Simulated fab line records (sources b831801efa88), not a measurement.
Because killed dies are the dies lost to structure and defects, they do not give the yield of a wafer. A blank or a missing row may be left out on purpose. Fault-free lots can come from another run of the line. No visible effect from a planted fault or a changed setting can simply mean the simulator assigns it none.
Which of the tools did it?    flow sky130    13 lots, 39 wafers sampled, at 5 steps of a route of 708

## WHAT THE GAUGES READ, wafer by wafer
The record holds no reading of a measuring or inspecting step that can be judged against a usual standard deviation.

## WHICH TOOL RAN EACH LOT (tool, then ch and the chambers of the sampled wafers, then the start)
lot   SKY_CAPM_METAL_ETCH_13             SKY_VIA3_ETCH_14                    SKY_VIA4_HDPCVD_00                SKY_METAL5_DESCUM_14               SKY_PAD_OPEN_PROBE_99
L442  rie_metal-02 ch 0,1, day 38 07:13  rie_diel-02 ch 1,2, day 40 11:56    hdpcvd-01 ch 0,2, day 42 15:23    rie_metal-03 ch 0,1, day 44 15:01  -
L444  rie_metal-02 ch 0,1, day 38 15:17  rie_diel-01 ch 2,3, day 40 20:43    hdpcvd-02 ch 0,1,2, day 42 23:59  rie_metal-03 ch 0,1, day 44 23:41  -
L445  rie_metal-03 ch 0, day 38 22:24    rie_diel-02 ch 0,1,2, day 41 03:40  hdpcvd-02 ch 1,2, day 43 06:02    rie_metal-03 ch 0,1, day 45 04:52  -
L447  rie_metal-02 ch 0,1, day 39 10:24  rie_diel-02 ch 1,2,3, day 41 14:20  hdpcvd-01 ch 0,1, day 43 16:38    rie_metal-03 ch 0,1, day 45 14:52  -
L448  rie_metal-02 ch 0,1, day 39 22:41  rie_diel-02 ch 0,1,2, day 42 01:47  hdpcvd-02 ch 0,1, day 44 02:37    rie_metal-01 ch 0,1, day 46 00:13  -
L449  rie_metal-02 ch 0, day 40 09:42    rie_diel-02 ch 0,1, day 42 12:04    hdpcvd-01 ch 0,2, day 44 12:04    rie_metal-02 ch 0,1, day 46 08:25  -
L451  rie_metal-02 ch 0, day 40 19:30    rie_diel-04 ch 0,1,3, day 42 22:35  hdpcvd-02 ch 1,2, day 44 23:44    rie_metal-03 ch 0,1, day 46 20:37  prober-01, day 48 15:52
L452  rie_metal-03 ch 0,1, day 41 03:27  rie_diel-02 ch 2,3, day 43 04:34    hdpcvd-02 ch 0,1,2, day 45 04:25  rie_metal-01 ch 0,1, day 47 00:10  -
L453  rie_metal-02 ch 0,1, day 41 10:06  rie_diel-01 ch 2,3, day 43 10:28    hdpcvd-02 ch 0,1,2, day 45 10:07  rie_metal-02 ch 0,1, day 47 05:13  -
L455  rie_metal-01 ch 0,1, day 41 22:57  rie_diel-01 ch 0,1, day 44 00:11    hdpcvd-01 ch 0,1,2, day 45 23:59  rie_metal-03 ch 0,1, day 47 18:55  -
L460  rie_metal-03 ch 0,1, day 43 01:12  rie_diel-04 ch 0,1,3, day 45 01:23  hdpcvd-02 ch 1,2, day 46 22:56    rie_metal-01 ch 0,1, day 48 15:52  prober-02, day 50 07:24
L461  rie_metal-02 ch 0,1, day 43 08:45  rie_diel-04 ch 0,1,2, day 45 07:55  hdpcvd-02 ch 0,1,2, day 47 04:37  rie_metal-02 ch 0,1, day 48 21:16  prober-01, day 50 11:14
L464  rie_metal-03 ch 0,1, day 44 03:29  rie_diel-04 ch 0,1,2, day 46 01:19  hdpcvd-01 ch 0,1,2, day 47 21:44  rie_metal-01 ch 0,1, day 49 12:16  -
- SKY_CAPM_METAL_ETCH_13: etches TiN in Cl2/BCl3, stops on SiO2, target depth 220 nm, time 62.9 s.
- SKY_VIA3_ETCH_14: etches BARC in N2/H2, stops on SiO2, time 45.9 s, target depth 60 nm.
- SKY_VIA4_HDPCVD_00: deposits SiO2, target thk 1750 nm, time 291.7 s.
- SKY_METAL5_DESCUM_14: chemistry O2, time 11 s.
- SKY_PAD_OPEN_PROBE_99

## AS READ BY THE TOOLS THEMSELVES (means over the sampled wafers that have a number; for cases with no such wafer, the mark the record gives instead)
SKY_CAPM_METAL_ETCH_13.
lot   tool          drypump_motor_current_A (A)  oes_product_au (a.u.)  throttle_valve_pct (%)
L442  rie_metal-02  6.0                          0.933                  21.914
L444  rie_metal-02  6.0                          0.937                  21.903
L445  rie_metal-03  5.2                          0.936                  21.912
L447  rie_metal-02  6.0                          0.943                  21.903
L448  rie_metal-02  6.0                          0.947                  21.903
L449  rie_metal-02  6.3                          0.937                  21.920
L451  rie_metal-02  6.3                          0.935                  21.905
L452  rie_metal-03  5.7                          0.948                  21.895
L453  rie_metal-02  6.0                          0.949                  21.899
L455  rie_metal-01  5.3                          0.942                  21.904
L460  rie_metal-03  5.4                          0.935                  21.901
L461  rie_metal-02  5.7                          0.939                  21.903
L464  rie_metal-03  5.7                          0.944                  21.902

SKY_VIA3_ETCH_14.
lot   tool         drypump_motor_current_A (A)  oes_product_au (a.u.)  throttle_valve_pct (%)
L442  rie_diel-02  6.4                          0.850                  13.223
L444  rie_diel-01  5.7                          0.852                  13.231
L445  rie_diel-02  6.0                          0.857                  13.218
L447  rie_diel-02  6.1                          0.858                  13.222
L448  rie_diel-02  6.0                          0.855                  13.223
L449  rie_diel-02  5.5                          0.860                  13.225
L451  rie_diel-04  5.9                          0.853                  13.228
L452  rie_diel-02  5.8                          0.856                  13.230
L453  rie_diel-01  5.7                          0.854                  13.227
L455  rie_diel-01  5.8                          0.855                  13.216
L460  rie_diel-04  5.9                          0.851                  13.223
L461  rie_diel-04  5.9                          0.851                  13.222
L464  rie_diel-04  5.8                          0.858                  13.225

SKY_METAL5_DESCUM_14.
lot   tool          drypump_motor_current_A (A)  oes_product_au (a.u.)
L442  rie_metal-03  5.7                          0.988
L444  rie_metal-03  5.7                          0.995
L445  rie_metal-03  5.4                          0.986
L447  rie_metal-03  5.4                          0.990
L448  rie_metal-01  5.3                          1.009
L449  rie_metal-02  5.7                          1.006
L451  rie_metal-03  5.4                          0.994
L452  rie_metal-01  5.4                          1.014
L453  rie_metal-02  6.0                          1.005
L455  rie_metal-03  5.7                          0.991
L460  rie_metal-01  5.4                          1.007
L461  rie_metal-02  5.6                          1.006
L464  rie_metal-01  5.4                          0.995

SKY_PAD_OPEN_PROBE_99.
lot   tool       defect_limited_yield (%)  killed_at_M0_to_M3  killed_at_M4_up  killed_at_contacts  killed_at_front_end  killed_at_other  killed_dies  killed_open  killed_short
L451  prober-01  83.2                      39                  5.0              25                  13                   0.0              82           46           37
L460  prober-02  77.3                      43                  32.0             20                  17                   0.0              112          46           37
L461  prober-01  80.2                      41                  18.3             23                  14                   0.0              97           44           37

## THE ANSWER, worked out from the rows above alone
Rule: what is usual is taken from the lots themselves. The widest of any qualifying gaps counts: lots, ordered by their means at a reading, are off when they make up no more than a third of the lots, leave a main group of 4 or more, and stand apart from it by 3 or more times the standard deviation of that group's means. Not used: any main group whose means are identical at the precision the tables above print for the reading. A lot without any number at a reading at which 4 lots or more have one is off too. Any other lot the step has rows for is counted as sound. Order of review: gauges by route order, followed by the tools' own readings, for which a lot's mean as printed above is used. The first step at which some lot is off is used, and at that step the reading that is off furthest; a lot without a number counts as furthest.
No lot is off on any of the readings shown, so nothing can be concluded from this.

## WHAT WAS PUT IN BY THE SIMULATOR
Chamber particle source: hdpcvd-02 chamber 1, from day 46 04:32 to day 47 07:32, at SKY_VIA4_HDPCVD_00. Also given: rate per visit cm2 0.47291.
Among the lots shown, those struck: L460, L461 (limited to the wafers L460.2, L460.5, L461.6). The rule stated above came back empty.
